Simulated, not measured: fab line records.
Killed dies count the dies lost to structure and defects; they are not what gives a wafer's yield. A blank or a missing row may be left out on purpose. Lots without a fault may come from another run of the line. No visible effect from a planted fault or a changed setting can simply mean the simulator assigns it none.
Which tool was responsible?	flow sky130	12 lots with 36 wafers sampled at 4 steps, on a route of 708 steps

WHAT THE GAUGES SHOWED, per wafer
SKY_VIA1_OVL_MEAS_13.
lot	measured	on	VIA1_OVL (nm)
L702	day 34 15:34	overlay-02	-2 -6 -8
L703	day 34 21:52	overlay-01	-1 -4 -6
L704	day 35 05:07	overlay-01	-3 1 -2
L706	day 35 22:30	overlay-01	-2 0 1
L707	day 36 04:12	overlay-02	-1 -3 -2
L709	day 37 04:31	overlay-02	-3 0 -3
L710	day 38 00:47	overlay-01	3 -1 1
L711	day 38 02:28	overlay-02	2 -3 7
L712	day 38 06:49	overlay-02	-1 -6 -1
L713	day 38 13:12	overlay-01	-1 6 3
L714	day 38 13:17	overlay-02	-7 -4 -7
L719	day 39 20:30	overlay-02	-1 0 1

SKY_VIA1_THK_MEAS_23: measures by xrf.
lot	measured	on	VIA1_W_THK (nm)
L702	day 34 16:34	film metro-02	269 273 266
L703	day 34 22:52	film metro-01	267 263 263
L704	day 35 06:10	film metro-01	271 272 265
L706	day 35 23:29	film metro-04	270 272 275
L707	day 36 05:12	film metro-02	274 273 272
L709	day 37 05:34	film metro-01	263 265 263
L710	day 38 01:47	film metro-02	266 270 270
L711	day 38 03:28	film metro-01	268 265 262
L712	day 38 07:55	film metro-02	271 268 275
L713	day 38 14:16	film metro-01	260 262 262
L714	day 38 14:19	film metro-02	268 267 265
L719	day 39 21:29	film metro-04	267 268 267

SKY_METAL2_RS_MEAS_05: measures by four-point-probe.
lot	measured	on	METAL2_ALCU_RS (ohm/sq)
L702	day 34 17:04	film metro-04	0.1276 0.1278 0.1279
L703	day 34 23:22	film metro-03	0.1251 0.1238 0.1242
L704	day 35 06:40	film metro-04	0.1257 0.1276 0.1274
L706	day 35 23:59	film metro-03	0.1287 0.1284 0.1272
L707	day 36 05:43	film metro-02	0.1263 0.1253 0.1265
L709	day 37 06:04	film metro-04	0.1282 0.1274 0.1277
L710	day 38 02:17	film metro-03	0.1268 0.1263 0.1269
L711	day 38 03:58	film metro-04	0.1259 0.1260 0.1267
L712	day 38 08:25	film metro-02	0.1260 0.1274 0.1263
L713	day 38 14:46	film metro-03	0.1304 0.1295 0.1290
L714	day 38 15:04	film metro-02	0.1257 0.1244 0.1255
L719	day 39 22:00	film metro-03	0.1264 0.1258 0.1255

TOOL THAT RAN EACH LOT (tool first, then ch and the chambers of the sampled wafers, then the start)
lot	SKY_VIA1_CMP_24
L702	cmp-02 ch 1,3, day 34 16:37
L703	cmp-01 ch 0,1,2, day 34 22:55
L704	cmp-02 ch 0,1,2, day 35 06:13
L706	cmp-02 ch 0,2,3, day 35 23:36
L707	cmp-01 ch 0,1,3, day 36 05:21
L709	cmp-01 ch 0,1, day 37 05:37
L710	cmp-01 ch 0,1,3, day 38 01:51
L711	cmp-01 ch 0,1,3, day 38 03:37
L712	cmp-01 ch 0,1,3, day 38 07:58
L713	cmp-02 ch 0,1,3, day 38 14:26
L714	cmp-02 ch 1,2,3, day 38 14:47
L719	cmp-01 ch 0,1,2, day 39 21:32
- SKY_VIA1_CMP_24: polishes, stops on SiO2, t overpolish 15 s, target thk 0 nm.

WHAT THE TOOLS THEMSELVES READ (means of the sampled wafers that have a number; where no wafer has one, the mark that the record gives instead)
SKY_VIA1_CMP_24.
lot	tool	motor current A (A)	overpolish run s (s)	retaining ring pressure frac	slurry flow ml min	time to endpoint s (s)
L702	cmp-02	9.6	14.997	0.999	150.0	66
L703	cmp-01	10.5	14.993	1.002	149.8	68
L704	cmp-02	11.3	15.002	1.004	149.9	62
L706	cmp-02	11.5	14.998	0.997	149.8	62
L707	cmp-01	10.2	15.009	1.001	149.7	65
L709	cmp-01	10.2	15.000	0.999	149.8	63
L710	cmp-01	9.8	14.992	1.000	149.7	65
L711	cmp-01	9.7	15.001	0.996	150.5	62
L712	cmp-01	9.8	15.009	1.002	149.9	65
L713	cmp-02	10.4	14.997	0.997	149.6	64
L714	cmp-02	10.8	15.000	1.004	150.3	61
L719	cmp-01	10.0	15.673	0.998	150.4	65

THE ANSWER, worked out from the rows above alone
Rule: the lots themselves supply what counts as usual. Put in order of their means at a reading, lots are off if they are a third of the lots or fewer, leave a main group of 4 or more, and stand apart from it by a gap of 3 or more times the standard deviation of the main group's means; of several such gaps the widest counts. The tables above print the reading to a certain number of digits; a main group whose means all agree to those digits is not used. Also off: a lot with no number at a reading for which 4 or more lots have one. All remaining lots with rows at the step are treated as sound. The gauges are gone through in route order, then the tools' own readings, and for those a lot's mean is taken as printed above. The first step at which some lot is off is used, and at that step the reading that is off furthest; a lot without a number counts as furthest.
Off: L719, at SKY_VIA1_CMP_24 (overpolish run s). Main group: mean 15.000 s, sd 0.0052.
A tool fits if, at that step or a process step before it, it ran every lot that is off, and no sound lot after the first of them. One fits: cmp-01 at SKY_VIA1_CMP_24. Its last sound lot is L712 (day 38 07:58), its first lot that is off L719 (day 39 21:32): a fault that began between those two fits.
The tool's own readings at SKY_VIA1_CMP_24 bear it out: on the lots that are off they differ by more than 5 times the standard deviation of the sound lots' means. overpolish run s reads 15.673 s there against 15.000 s on the sound lots.

WHAT HAD BEEN PUT IN BY THE SIMULATOR
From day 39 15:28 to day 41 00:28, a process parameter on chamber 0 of cmp-01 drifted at SKY_VIA1_CMP_24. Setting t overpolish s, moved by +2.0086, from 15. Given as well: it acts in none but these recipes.
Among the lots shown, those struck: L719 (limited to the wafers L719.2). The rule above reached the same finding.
